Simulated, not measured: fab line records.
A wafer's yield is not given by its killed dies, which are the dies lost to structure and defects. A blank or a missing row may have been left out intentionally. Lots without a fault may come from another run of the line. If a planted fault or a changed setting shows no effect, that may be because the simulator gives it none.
Problem report in the 8D (eight disciplines) form, filled by code	flow sky130	the parts of the form that need people (team, actions taken, sign-off) are left out

== 1. THE ISSUE ==
Mean VIA2_HDPCVD_THK at SKY_VIA2_THK_MEAS_01: 2154 nm over 6 wafers in 2 lots; fault-free wafers: 1177 nm, standard deviation 13. That puts it +75 standard deviations away from the usual mean.
Earliest sighting: wafer L463.2 on filmMetro-02 at day 38 03:20. The record has a number at this step for 39 wafers belonging to 13 lots. By rule, "out" or "out of limits" means more than 4 standard deviations away from the usual mean. The other wafers with a number count as sound.

== 2. WHAT THIS IS AND IS NOT ==
question	is	is not
which readings at this step	VIA2_HDPCVD_THK	-
which lots	L462, L463	L455, L456, L457, L458, L459, L469, L472, L474, L476, L477, L478
which wafers of those lots	all that have a number	-
read on which gauges	filmMetro-02, filmMetro-03	filmMetro-04
when	from day 38 03:20	up to then (15 sound wafers); but 18 sound wafers of L469, L472, L474, L476, L477, L478 came after

== 3. SUSPECTS, AND WHAT RULES EACH OUT ==
Counting: a tool stays on the suspect list if, at a process step up to the reading, it processed all lots that are out and no sound lot following the first of them.
- the gauge at SKY_VIA2_THK_MEAS_01 has been ruled out. 2 gauges (filmMetro-02, filmMetro-03) read the wafers that are out.
- hdpcvd-02 at SKY_VIA2_HDPCVD_00 (deposits SiO2, target thk 1180 nm, time 196.7 s): ruled out as a lasting fault. Following L463 (day 38 03:12), the first lot on it that is out, the sound lots L477, L478 were run on it.
Left after counting: nothing in the record.

== 4. THE CAUSE (what the simulator had put in) ==
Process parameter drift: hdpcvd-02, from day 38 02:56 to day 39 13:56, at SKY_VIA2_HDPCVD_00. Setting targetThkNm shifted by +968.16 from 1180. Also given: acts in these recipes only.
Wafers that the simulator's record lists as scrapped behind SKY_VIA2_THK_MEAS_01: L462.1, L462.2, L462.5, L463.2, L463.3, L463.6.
Counting ruled it out, wrongly: the rule takes a fault to strike every lot that its tool runs from its start on, and this one did not.

== 5. SEQUENCE OF EFFECTS, ordered by route ==
Rows list readings where the struck wafers' mean (over those with a number) sits beyond 3 standard deviations from the usual. Scope: only readings with a usual standard deviation given in the record; hours: median across lots of the time from each lot's start at the first step in this table that gives one to its start at this step; sigmas: change in usual standard deviations.
hours	step	reading	usual	on struck wafers	change	sigmas
0	SKY_VIA2_THK_MEAS_01	VIA2_HDPCVD_THK	1177 nm	2154	+978	+75

== 6. HOW IT WOULD HAVE BEEN CAUGHT EARLIER ==
The first out-of-limits reading at a measuring or inspecting step in this record came at day 38 03:20, 0 hours after the fault's start at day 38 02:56.
Tool readings at SKY_VIA2_HDPCVD_00 with a usual standard deviation given in the record: none out on any struck wafer, hence no alarm at a limit of 4 standard deviations on them.
